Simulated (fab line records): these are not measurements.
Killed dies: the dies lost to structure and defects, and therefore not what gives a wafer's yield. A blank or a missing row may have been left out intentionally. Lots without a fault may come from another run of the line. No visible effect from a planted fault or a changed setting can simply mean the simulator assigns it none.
fab line records	flow gf180mcu
record: lots: 10	wafers: 30	last_day: 34
route steps=602 shown V5@544 TOP_METAL@569 PASSIVATION@588
lots untouched by any fault: they come from a run of this same line in which no faults occurred
start_h: start of the lot's first displayed wafer, in hours after the record's first day	wait_h: how many hours have passed since the lot's step before this one	" same as the row above	L1.1+2: one row covering several wafers at once	- no value, or no start given	* or withheld: withheld	< > ~ a bound
route shown NAME@n: a module of which the file shows steps, and the number in the route of the first	usual: mean and standard deviation over wafers with no fault	same: alike in all rows	chamber/n: place in a boat	sites: each site's reading	_std_site: how widely they spread, as a standard deviation	_edge_site: the outer-site mean with the inner-site mean subtracted	radius_mm: how far each site lies from the wafer's centre	mask NAME#n: copy n	behind: tool/chamber where the wafer was last shaped	hold: cause of the lot's hold/its duration in hours/its outcome	device: the transistor (n, p or np) that didn't switch	end of line: the tests these same wafers got at the end of their route	for a step that has no rows: nothing shown but its recipe	killed: not the wafer's yield, but the dies lost to structure and defects at the first sort	map: shows each die of a wafer: x if killed, . if not, _ if none is there
set.NAME: the run value of the setting; set.NAME@STEP: its run value at that earlier step	model.NAME: the simulator's own value behind a step, which no gauge read
the route's steps for a sample of lots (tables are steps, rows are wafers)
services: when a tool's chamber went out of use (start_h, in hours from the record's first day, below 0 if earlier), for how many hours, and the reason
== steps ==
step: GF_V5_CMP_04
recipe: material: SiO2	down_force_psi: 4	platen_rpm: 60	pad_velocity_m_s: 0.94248
usual: motor_current_A: 12.2/1.9
lot.wafer	tool	chamber	start_h	wait_h	motor_current_A
L894.1	cmp-02	1	612.61	0.1	12.8
L894.3	"	2	"	"	11.5
L894.5	"	0	"	"	15.1
L895.3	cmp-01	3	613.54	0.0	11.2
L895.1	"	0	"	"	11.5
L895.2	"	1	"	"	10.9
L896.1	cmp-01	1	627.32	0.1	10.2
L896.5	"	0	"	"	12.3
L896.6	"	1	"	"	10.9
L898.2	cmp-01	0	640.72	0.1	11.8
L898.1	"	2	"	"	9.7
L898.5	"	3	"	"	11.2
L899.3	cmp-02	3	648.62	0.0	14.6
L899.1	"	0	"	"	15.0
L899.4	"	2	"	"	12.3
L903.3	cmp-01	3	680.24	0.1	10.7
L903.4	"	0	"	"	12.0
L903.6	"	1	"	"	10.6
L913.3	cmp-01	0	748.76	0.0	11.2
L913.2	"	2	"	"	9.9
L913.6	"	1	"	"	10.6
L915.3	cmp-02	3	754.86	0.0	15.7
L915.4	"	0	"	"	15.9
L915.6	"	0	"	"	15.3
L916.4	cmp-01	0	763.11	0.0	11.5
L916.3	"	3	"	"	10.6
L916.5	"	1	"	"	10.2
L917.1	cmp-02	2	770.61	0.1	11.8
L917.5	"	1	"	"	13.3
L917.6	"	2	"	"	11.5
step: GF_V5_SPUTTER_22
recipe: material: TiN	target_thk_nm: 10	chamber_pressure_pa: 5	power_w: 4000	time_s: 40
usual: cathode_dc_power_W: 3999.9/0.81	throttle_valve_pct: 30.1/0.93
lot.wafer	tool	chamber	start_h	wait_h	cathode_dc_power_W	throttle_valve_pct
L894.1	pvd_sputter-03	-	635.01	0.0	4001.9	31.1
L894.3	"	-	"	"	3999.2	31.3
L894.5	"	-	"	"	3999.6	30.9
L895.1	pvd_sputter-01	-	635.98	0.0	3999.1	28.6
L895.2	"	-	"	"	3999.7	29.8
L895.3	"	-	"	"	4000.8	31.0
L896.1	pvd_sputter-03	-	648.08	0.0	4000.6	31.3
L896.5	"	-	"	"	4000.4	31.4
L896.6	"	-	"	"	3999.4	31.4
L898.1	pvd_sputter-02	-	660.85	0.0	3999.7	30.3
L898.2	"	-	"	"	4001.3	30.0
L898.5	"	-	"	"	3999.4	30.5
L899.1	pvd_sputter-03	-	669.68	0.0	4000.1	31.2
L899.3	"	-	"	"	4000.4	31.5
L899.4	"	-	"	"	3999.0	30.2
L903.3	pvd_sputter-01	-	699.91	0.0	4000.7	28.6
L903.4	"	-	"	"	3999.9	31.1
L903.6	"	-	"	"	4001.0	28.7
L913.2	pvd_sputter-02	-	766.02	0.0	3999.1	30.4
L913.3	"	-	"	"	3999.9	28.9
L913.6	"	-	"	"	4000.5	28.9
L915.3	pvd_sputter-03	-	771.86	0.0	3999.6	29.8
L915.4	"	-	"	"	4000.6	31.3
L915.6	"	-	"	"	3999.9	31.6
L916.3	pvd_sputter-03	-	780.43	0.0	4000.8	28.9
L916.4	"	-	"	"	3998.7	31.0
L916.5	"	-	"	"	4001.1	30.1
L917.1	pvd_sputter-02	-	787.72	0.0	3999.7	29.1
L917.5	"	-	"	"	4000.0	29.9
L917.6	"	-	"	"	4000.8	30.4
step: GF_TOP_METAL_SPUTTER_02
recipe: material: AlCu	target_thk_nm: 900	power_w: 10600	chamber_pressure_pa: 0.3	substrate_temp_c: 250	gas: Ar	time_s: 47.82
usual: cathode_dc_power_W: 10600/2	throttle_valve_pct: 30.2/0.81
lot.wafer	tool	chamber	start_h	wait_h	cathode_dc_power_W	throttle_valve_pct
L894.1	pvd_sputter-02	-	635.77	0.0	10602	30.3
L894.3	"	-	"	"	10596	30.2
L894.5	"	-	"	"	10596	30.4
L895.1	pvd_sputter-03	-	636.74	0.0	10601	30.1
L895.2	"	-	"	"	10603	31.0
L895.3	"	-	"	"	10599	31.4
L896.1	pvd_sputter-02	-	648.84	0.0	10599	29.9
L896.5	"	-	"	"	10600	29.9
L896.6	"	-	"	"	10602	30.8
L898.1	pvd_sputter-04	-	661.61	0.0	10596	31.1
L898.2	"	-	"	"	10600	29.6
L898.5	"	-	"	"	10601	30.6
L899.1	pvd_sputter-02	-	670.49	0.0	10598	30.6
L899.3	"	-	"	"	10602	29.8
L899.4	"	-	"	"	10601	29.1
L903.3	pvd_sputter-02	-	700.67	0.0	10602	30.4
L903.4	"	-	"	"	10597	29.8
L903.6	"	-	"	"	10595	30.0
L913.2	pvd_sputter-02	-	766.78	0.0	10602	29.0
L913.3	"	-	"	"	10599	30.3
L913.6	"	-	"	"	10600	30.5
L915.3	pvd_sputter-02	-	772.62	0.0	10597	29.0
L915.4	"	-	"	"	10601	30.1
L915.6	"	-	"	"	10601	29.8
L916.3	pvd_sputter-03	-	781.19	0.0	10604	28.9
L916.4	"	-	"	"	10602	31.2
L916.5	"	-	"	"	10603	31.4
L917.1	pvd_sputter-03	-	788.48	0.0	10599	28.9
L917.5	"	-	"	"	10598	30.9
L917.6	"	-	"	"	10604	28.8
step: GF_TOP_METAL_RS_MEAS_05
recipe: thk_meas_gauge: four-point-probe	reads: TiN_of_TOP_METAL_SPUTTER_04+Ti_of_TOP_METAL_SPUTTER_03+AlCu_of_TOP_METAL_SPUTTER_02+TiN_of_TOP_METAL_SPUTTER_01+Ti_of_TOP_METAL_SPUTTER_00
usual: TOP_METAL_ALCU_RS: 0.0326/0.00033
lot.wafer	tool	chamber	start_h	wait_h	TOP_METAL_ALCU_RS[ohm/sq]
L894.1	film_metro-04	-	635.86	0.0	0.0329
L894.3	"	-	"	"	0.0324
L894.5	"	-	"	"	0.0330
L895.1	film_metro-01	-	636.83	0.0	0.0327
L895.2	"	-	"	"	0.0328
L895.3	"	-	"	"	0.0322
L896.1	film_metro-01	-	648.94	0.0	0.0326
L896.5	"	-	"	"	0.0328
L896.6	"	-	"	"	0.0332
L898.1	film_metro-01	-	661.70	0.0	0.0332
L898.2	"	-	"	"	0.0334
L898.5	"	-	"	"	0.0332
L899.1	film_metro-01	-	670.58	0.0	0.0323
L899.3	"	-	"	"	0.0323
L899.4	"	-	"	"	0.0325
L903.3	film_metro-01	-	700.80	0.1	0.0322
L903.4	"	-	"	"	0.0398
L903.6	"	-	"	"	0.0394
L913.2	film_metro-03	-	766.89	0.0	0.0327
L913.3	"	-	"	"	0.0328
L913.6	"	-	"	"	0.0324
L915.3	film_metro-04	-	772.75	0.1	0.0329
L915.4	"	-	"	"	0.0325
L915.6	"	-	"	"	0.0327
L916.3	film_metro-03	-	781.32	0.1	0.0329
L916.4	"	-	"	"	0.0326
L916.5	"	-	"	"	0.0325
L917.1	film_metro-01	-	788.57	0.0	0.0328
L917.5	"	-	"	"	0.0329
L917.6	"	-	"	"	0.0326
step: GF_TOP_METAL_THK_MEAS_06
recipe: thk_meas_gauge: xrf	reads: AlCu_of_TOP_METAL_SPUTTER_02
usual: TOP_METAL_ALCU_THK: 898/11
lot.wafer	tool	chamber	start_h	wait_h	TOP_METAL_ALCU_THK[nm]
L894.1	film_metro-04	-	635.98	0.1	883
L894.3	"	-	"	"	899
L894.5	"	-	"	"	880
L895.1	film_metro-01	-	636.95	0.1	901
L895.2	"	-	"	"	900
L895.3	"	-	"	"	919
L896.1	film_metro-01	-	649.06	0.1	900
L896.5	"	-	"	"	895
L896.6	"	-	"	"	887
L898.1	film_metro-01	-	661.82	0.1	887
L898.2	"	-	"	"	875
L898.5	"	-	"	"	884
L899.1	film_metro-01	-	670.70	0.1	907
L899.3	"	-	"	"	910
L899.4	"	-	"	"	902
L903.3	film_metro-01	-	700.90	0.1	919
L903.4	"	-	"	"	739
L903.6	"	-	"	"	753
L913.2	film_metro-03	-	767.00	0.1	901
L913.3	"	-	"	"	897
L913.6	"	-	"	"	910
L915.3	film_metro-04	-	772.85	0.1	885
L915.4	"	-	"	"	892
L915.6	"	-	"	"	894
L916.3	film_metro-03	-	781.42	0.1	898
L916.4	"	-	"	"	897
L916.5	"	-	"	"	907
L917.1	film_metro-01	-	788.69	0.1	885
L917.5	"	-	"	"	883
L917.6	"	-	"	"	891
step: GF_TOP_METAL_METAL_ETCH_16
recipe: chemistry: Cl2/BCl3	mask_material: NOVOLAK	target_depth_nm: 1077.5	stop_on: SiO2	pressure_mtorr: 8	icp_w: 800	bias_w: 140	Cl2_flow_sccm: 80	bcl3_flow_sccm: 40	time_s: 179.6
usual: drypump_motor_current_A: 5.9/0.45	he_backside_leak_sccm: 3.46/0.26	oes_product_au: 0.967/0.0063	throttle_valve_pct: 28.255/0.01
lot.wafer	tool	chamber	start_h	wait_h	drypump_motor_current_A	he_backside_leak_sccm	oes_product_au	rf_hours_counter_h	throttle_valve_pct
L894.1	rie_metal-01	0	655.13	0.0	6.4	3.56	0.953	14	28.251
L894.3	"	0	"	"	6.4	3.67	0.977	-	28.251
L894.5	"	0	"	"	6.4	3.62	0.955	-	28.275
L895.1	rie_metal-02	0	656.05	0.0	5.4	3.43	0.963	9	28.243
L895.2	"	1	"	"	5.0	3.36	0.959	6	28.246
L895.3	"	0	"	"	5.4	3.63	0.975	-	28.246
L896.1	rie_metal-01	1	668.83	0.0	6.1	3.44	0.963	1	28.251
L896.5	"	1	"	"	6.1	3.34	0.970	-	28.265
L896.6	"	1	"	"	6.1	3.63	0.958	-	28.260
L898.1	rie_metal-02	0	682.01	0.0	5.3	3.54	0.965	10	28.275
L898.2	"	1	"	"	5.0	3.34	0.958	7	28.264
L898.5	"	0	"	"	5.4	3.62	0.961	-	28.255
L899.1	rie_metal-03	1	689.33	0.0	5.7	3.08	0.978	12	28.257
L899.3	"	0	"	"	6.0	3.36	0.970	-	28.251
L899.4	"	1	"	"	5.7	2.99	0.968	-	28.258
L903.3	rie_metal-01	1	719.33	0.1	6.1	3.33	0.968	-	28.246
L903.4	"	0	"	"	6.4	3.60	0.870	-	28.345
L903.6	"	1	"	"	6.1	3.41	0.884	-	28.343
L913.2	rie_metal-01	1	782.52	0.0	6.1	3.43	0.967	6	28.252
L913.3	"	1	"	"	6.1	3.48	0.968	-	28.262
L913.6	"	1	"	"	6.1	3.60	0.965	-	28.244
L915.3	rie_metal-01	0	788.96	0.1	6.4	3.58	0.954	-	28.268
L915.4	"	1	"	"	6.1	3.43	0.963	-	28.247
L915.6	"	0	"	"	6.4	3.62	0.973	-	28.283
L916.3	rie_metal-01	1	796.68	0.1	6.1	3.37	0.962	-	28.248
L916.4	"	0	"	"	6.3	3.76	0.972	-	28.250
L916.5	"	0	"	"	6.4	3.56	0.974	-	28.253
L917.1	rie_metal-02	1	804.22	0.0	5.0	3.38	0.966	13	28.264
L917.5	"	1	"	"	5.0	3.46	0.964	-	28.260
L917.6	"	0	"	"	5.3	3.43	0.968	-	28.237
step: GF_PASSIVATION_THK_MEAS_01
recipe: reads: SiO2_of_PASSIVATION_CVD_00
usual: PASSIVATION_CVD_00_THK: 967/12
lot.wafer	tool	chamber	start_h	wait_h	PASSIVATION_CVD_00_THK[nm]
L894.1	film_metro-03	-	656.09	0.0	975
L894.3	"	-	"	"	972
L894.5	"	-	"	"	992
L895.1	film_metro-04	-	656.84	0.0	955
L895.2	"	-	"	"	960
L895.3	"	-	"	"	954
L896.1	film_metro-04	-	669.79	0.0	952
L896.5	"	-	"	"	977
L896.6	"	-	"	"	976
L898.1	film_metro-03	-	682.80	0.0	960
L898.2	"	-	"	"	971
L898.5	"	-	"	"	978
L899.1	film_metro-04	-	690.16	0.0	962
L899.3	"	-	"	"	964
L899.4	"	-	"	"	976
L903.3	film_metro-03	-	720.15	0.1	977
L903.4	"	-	"	"	982
L903.6	"	-	"	"	974
L913.2	film_metro-04	-	783.44	0.1	963
L913.3	"	-	"	"	967
L913.6	"	-	"	"	978
L915.3	film_metro-03	-	789.71	0.1	950
L915.4	"	-	"	"	961
L915.6	"	-	"	"	953
L916.3	film_metro-04	-	797.44	0.1	939
L916.4	"	-	"	"	966
L916.5	"	-	"	"	989
L917.1	film_metro-02	-	805.01	0.0	947
L917.5	"	-	"	"	989
L917.6	"	-	"	"	959
== services ==
tool	chamber	start_h	hours	kind
cmp-02	-	589.71	3.4	repair
cmp-01	-	596.90	0.8	repair
rie_metal-03	-	597.38	0.6	repair
pvd_sputter-04	-	604.51	3.5	repair
cmp-01	-	606.01	4.8	repair
pvd_sputter-01	-	615.46	2.5	repair
cmp-01	-	616.58	1.8	repair
pvd_sputter-02	-	617.70	6.2	repair
rie_metal-01	1	624.75	4.2	repair
rie_metal-01	-	650.47	2.8	pm
cmp-01	-	652.76	1.1	repair
cmp-01	-	657.13	2.5	pm
cmp-02	-	665.50	3.0	repair
cmp-01	-	671.46	4.4	repair
pvd_sputter-03	-	677.38	1.3	repair
cmp-02	-	678.75	0.5	repair
cmp-01	-	691.32	4.5	repair
cmp-01	-	739.06	3.3	repair
cmp-02	-	744.06	4.0	pm
rie_metal-03	-	752.44	0.5	repair
cmp-01	-	782.89	2.0	repair
rie_metal-02	-	786.23	1.4	pm
pvd_sputter-02	-	802.36	2.9	repair
rie_metal-03	1	803.85	14.8	repair
== key ==
first_sign: step: GF_TOP_METAL_RS_MEAS_05	reading: TOP_METAL_ALCU_RS	direction: up	sigmas: 21	usual: 0.0326	struck: 0.0396
effect: step: GF_TOP_METAL_THK_MEAS_06	reading: TOP_METAL_ALCU_THK	direction: down	sigmas: 14	usual: 898	struck: 746
effect: step: GF_TOP_METAL_METAL_ETCH_16	reading: oes_product_au	direction: down	sigmas: 14	usual: 0.967	struck: 0.877
met_at GF_TOP_METAL_SPUTTER_02
struck_lots L903
struck_wafers L903.4,L903.6
not_acting_at GF_V5_CMP_04,GF_V5_SPUTTER_22,GF_PASSIVATION_THK_MEAS_01
onset_between 670.49 700.67
fault: kind: process_parameter_drift	tool: pvd_sputter-02	chamber: -	onset_h: 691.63	steps: GF_TOP_METAL_SPUTTER_02	channel: time_s	offset: *	shape: step	end_h: 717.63	acts_in: *	stated: *	scope: struck_wafers_only
